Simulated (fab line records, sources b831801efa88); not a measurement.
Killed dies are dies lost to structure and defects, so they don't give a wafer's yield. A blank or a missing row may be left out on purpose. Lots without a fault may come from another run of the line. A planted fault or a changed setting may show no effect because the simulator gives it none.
fab line records | flow sky130
record lots=13 wafers=39 last_day=50
route steps=708 shown FIELD_ISO@1 DNWELL@39 VT_ADJUST_LVTN@117 VT_ADJUST_NCORE@127
lots that met no fault: from a run of the same line without faults
start_h: hours from the record's first day to the start of the lot's first wafer shown | wait_h: hours since the lot's step before | " the same as in the row above | L1.1+2: a row that stands for several wafers | - no value, or no start given | * or withheld: withheld | < > ~ a bound
route shown NAME@n: a module of which the file shows steps, and the number in the route of the first | usual: mean/standard deviation of fault-free wafers | same: alike in all rows | chamber/n: place in a boat | sites: the reading at each site | _std_site: their standard deviation | _edge_site: outer sites' mean less inner sites' | radius_mm: how far each site lies from the wafer's centre | mask NAME#n: copy n | behind: the tool/chamber that last shaped the wafer | hold: why the lot was held/for how many hours/how that ended | device: the transistor (n, p or np) that didn't switch | end of line: the same wafers' tests at the end of the route | a step without rows: its recipe alone | killed: dies lost to structure and defects at the first sort, not the wafer's yield | map: a wafer's dies, x killed, . not, _ none there
set.NAME: the setting as run; set.NAME@STEP: as run at that earlier step | model.NAME: the simulator's own value behind a step, which no gauge read
steps of the route over a sample of lots; a table a step, a row a wafer
services: from which hour (start_h, from the record's first day; less than 0 if before it) a tool's chamber was out of use, for how many hours, and why
## steps
# step SKY_FIELD_ISO_BOW_MEAS_00
# recipe mode=bow
# usual INCOMING_BOW=0/6.3
# columns lot.wafer tool chamber start_h wait_h INCOMING_BOW[um]
L755.4 film_metro-01 - 10.06 - 3
L755.5 " - " " 8
L755.6 " - " " 3
L756.4 film_metro-04 - 15.06 - -7
L756.5 " - " " -9
L756.6 " - " " 6
L758.1 film_metro-01 - 25.00 - -2
L758.3 " - " " 12
L758.4 " - " " 10
L760.1 film_metro-01 - 35.00 - 7
L760.2 " - " " 4
L760.3 " - " " -1
L761.1 film_metro-04 - 40.00 - -2
L761.4 " - " " -12
L761.6 " - " " -4
L762.3 film_metro-04 - 45.04 - -12
L762.4 " - " " -15
L762.6 " - " " -1
L763.3 film_metro-01 - 50.04 - 2
L763.4 " - " " 14
L763.6 " - " " 0
L767.3 film_metro-04 - 70.04 - 7
L767.4 " - " " 6
L767.6 " - " " -8
L769.1 film_metro-03 - 80.00 - -3
L769.2 " - " " -5
L769.5 " - " " -5
L774.1 film_metro-04 - 105.00 - 12
L774.3 " - " " -2
L774.5 " - " " 5
L775.1 film_metro-03 - 110.00 - 5
L775.2 " - " " -1
L775.5 " - " " 10
L776.1 film_metro-01 - 115.00 - -5
L776.3 " - " " 5
L776.6 " - " " -6
L777.2 film_metro-03 - 120.02 - 5
L777.3 " - " " 2
L777.6 " - " " -1
# step SKY_DNWELL_EXPOSE_04
# recipe mask_id=DNM na=0.57 target_cd_nm=3000 dose_mj=222
# same na=0.57
# columns lot.wafer tool chamber start_h wait_h mask
L755.4+5+6 iline_stepper-02 0 49.68 - DNM#0
L756.4+5+6 iline_stepper-01 0 54.51 - DNM#0
L758.1+3+4 iline_stepper-02 0 61.11 - DNM#0
L760.1+2+3 iline_stepper-02 0 76.76 - DNM#0
L761.1+4+6 iline_stepper-02 0 79.32 - DNM#0
L762.3+4+6 iline_stepper-02 0 83.17 - DNM#0
L763.3+4+6 iline_stepper-02 0 88.24 - DNM#0
L767.3+4+6 iline_stepper-01 0 107.57 - DNM_R1#0
L769.1+2+5 iline_stepper-01 0 121.68 - DNM#0
L774.1+3+5 iline_stepper-01 0 151.31 - DNM#0
L775.1+2+5 iline_stepper-01 0 157.16 - DNM#0
L776.1+3+6 iline_stepper-01 0 167.01 - DNM#0
L777.2+3+6 iline_stepper-01 0 173.70 - DNM#0
# step SKY_VT_ADJUST_LVTN_STRIP_20
# recipe chemistry=O2/N2 power_w=1400 pressure_mtorr=1500 platen_temp_c=withheld o2_flow_sccm=3000 n2_flow_sccm=300 overash_fraction=0.5
# usual chamber_pressure_mTorr=1500.0/1.4 drypump_motor_current_A=5.91/0.29 o2_flow_sccm=3001/8.4 oes_product_au=0.716/0.0048 strip_time_to_endpoint_s=14.19/0.032
# same overash_fraction=0.5
# columns lot.wafer tool chamber start_h wait_h chamber_pressure_mTorr drypump_motor_current_A o2_flow_sccm oes_product_au rf_hours_counter_h strip_time_to_endpoint_s
L755.4 plasma_asher-02 0 168.00 0.1 1502.4 5.88 3009 0.716 - 14.20
L755.5 " 1 " " 1497.7 6.27 3008 0.707 - 14.25
L755.6 " 0 " " 1500.3 5.90 3009 0.716 - 14.21
L756.4 plasma_asher-03 0 172.50 0.1 1502.5 6.12 2996 0.727 - 14.16
L756.5 " 0 " " 1500.2 6.11 2986 0.714 - 14.18
L756.6 " 1 " " 1500.0 5.43 3005 0.709 - 14.18
L758.1 plasma_asher-04 0 181.32 0.1 1500.0 5.58 2993 0.715 6 14.15
L758.3 " 0 " " 1499.6 5.57 2991 0.717 - 14.15
L758.4 " 1 " " 1502.4 6.09 3012 0.713 - 14.23
L760.1 plasma_asher-04 1 198.47 0.1 1500.5 6.08 2990 0.712 7 14.21
L760.2 " 0 " " 1502.2 5.56 2992 0.708 7 14.17
L760.3 " 0 " " 1501.8 5.57 2995 0.708 - 14.20
L761.1 plasma_asher-03 0 202.87 0.1 1500.7 6.14 2997 0.717 52 14.17
L761.4 " 1 " " 1498.0 5.43 2997 0.716 - 14.16
L761.6 " 0 " " 1501.6 6.12 3002 0.717 - 14.14
L762.3 plasma_asher-02 0 205.00 0.1 1500.2 5.84 2996 0.720 - 14.17
L762.4 " 1 " " 1500.4 6.25 2998 0.723 - 14.17
L762.6 " 0 " " 1501.2 5.90 2988 0.714 - 14.18
L763.3 plasma_asher-04 1 221.30 0.1 1498.2 6.09 3006 0.708 - 14.22
L763.4 " 0 " " 1500.0 5.57 3012 0.718 - 14.27
L763.6 " 0 " " 1499.0 5.57 3007 0.714 - 14.29
L767.3 plasma_asher-02 0 250.05 0.1 1498.0 5.83 2988 0.715 - 14.16
L767.4 " 1 " " 1499.0 6.28 2989 0.724 - 14.19
L767.6 " 1 " " 1499.8 6.29 2994 0.713 - 14.18
L769.1 plasma_asher-02 1 251.34 0.1 1499.1 6.25 2998 0.713 57 14.17
L769.2 " 0 " " 1498.5 5.87 3013 0.714 57 14.18
L769.5 " 0 " " 1499.7 5.83 3002 0.723 - 14.17
L774.1 plasma_asher-03 0 297.64 0.1 1501.3 6.12 3005 0.712 61 14.18
L774.3 " 0 " " 1501.1 6.11 2991 0.717 - 14.19
L774.5 " 1 " " 1499.7 5.45 3018 0.717 - 14.17
L775.1 plasma_asher-03 1 300.22 0.1 1500.6 5.43 3005 0.711 62 14.22
L775.2 " 0 " " 1501.4 6.11 2987 0.714 62 14.26
L775.5 " 1 " " 1499.8 5.43 3001 0.718 - 14.21
L776.1 plasma_asher-04 0 320.89 0.1 1498.9 5.57 2998 0.719 19 14.17
L776.3 " 1 " " 1501.2 6.12 2993 0.723 - 14.24
L776.6 " 0 " " 1502.6 5.57 2989 0.708 - 14.24
L777.2 plasma_asher-02 0 323.92 0.1 1499.2 5.90 3007 0.713 64 14.16
L777.3 " 0 " " 1498.6 5.91 2991 0.717 - 14.16
L777.6 " 1 " " 1500.5 6.27 2989 0.719 - 14.22
# step SKY_VT_ADJUST_NCORE_OVL_MEAS_08
# usual VT_ADJUST_NCORE_OVL=-1.4/1.4
# columns lot.wafer tool chamber start_h wait_h VT_ADJUST_NCORE_OVL[nm]
L755.4 overlay-01 - 186.87 0.1 3.5
L755.5 " - " " 1.9
L755.6 " - " " 0.6
L756.4 overlay-02 - 192.53 0.1 -3.1
L756.5 " - " " -1.5
L756.6 " - " " -2.8
L758.1 overlay-01 - 201.93 0.1 -3.0
L758.3 " - " " -1.8
L758.4 " - " " -2.7
L760.1 overlay-01 - 219.31 0.1 -0.4
L760.2 " - " " -1.8
L760.3 " - " " 1.2
L761.1 overlay-02 - 225.30 0.1 -1.8
L761.4 " - " " -0.3
L761.6 " - " " -1.2
L762.3 overlay-01 - 227.17 0.1 -2.6
L762.4 " - " " -4.1
L762.6 " - " " -3.3
L763.3 overlay-01 - 243.62 0.1 -1.8
L763.4 " - " " -2.1
L763.6 " - " " -0.1
L767.3 overlay-02 - 273.66 0.1 -1.4
L767.4 " - " " 0.1
L767.6 " - " " -1.7
L769.1 overlay-01 - 275.32 0.1 0.3
L769.2 " - " " -1.2
L769.5 " - " " 0.1
L774.1 overlay-02 - 324.15 0.1 1.9
L774.3 " - " " -1.1
L774.5 " - " " 2.0
L775.1 overlay-01 - 327.01 0.1 -2.8
L775.2 " - " " -1.1
L775.5 " - " " -4.4
L776.1 overlay-01 - 347.90 0.1 -0.5
L776.3 " - " " -1.7
L776.6 " - " " 0.2
L777.2 overlay-02 - 350.82 0.1 -2.9
L777.3 " - " " -0.8
L777.6 " - " " -0.9
## services
# columns tool chamber start_h hours kind
iline_stepper-01 - 78.76 18.6 repair
plasma_asher-03 - 103.31 1.0 repair
iline_stepper-02 - 105.99 1.7 repair
plasma_asher-04 - 108.75 9.0 pm
plasma_asher-04 0 108.75 9.0 vent_cycle
plasma_asher-04 1 108.75 9.0 vent_cycle
plasma_asher-04 0 117.75 - clean
plasma_asher-04 1 117.75 - clean
iline_stepper-01 - 123.77 1.7 pm
plasma_asher-03 - 124.00 1.4 repair
iline_stepper-02 - 138.21 1.7 pm
iline_stepper-02 - 176.02 14.3 repair
iline_stepper-02 - 199.75 4.3 pm
iline_stepper-01 - 232.75 8.9 pm
plasma_asher-03 - 318.52 3.3 repair
## key
first_sign step=SKY_DNWELL_EXPOSE_04 reading=mask direction=changed
effect none on later readings
met_at SKY_DNWELL_EXPOSE_04
struck_lots L767
tester_left_out L767
not_acting_at SKY_FIELD_ISO_BOW_MEAS_00,SKY_VT_ADJUST_LVTN_STRIP_20,SKY_VT_ADJUST_NCORE_OVL_MEAS_08
onset_between 54.51 107.57
fault kind=wrong_mask tool=any chamber=- onset_h=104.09 steps=SKY_DNWELL_EXPOSE_04 aux_copy=DNM_R1#0 cd_offset_nm=-600 scope=struck_lots_only
# tester_left_out: of these lots the tester's yield and bins aren't shown, on N5 and GAA mostly nor the transistor test; their killed dies are dies lost to structure and defects alone, not to doping, threshold or leakage, so they don't give the yield
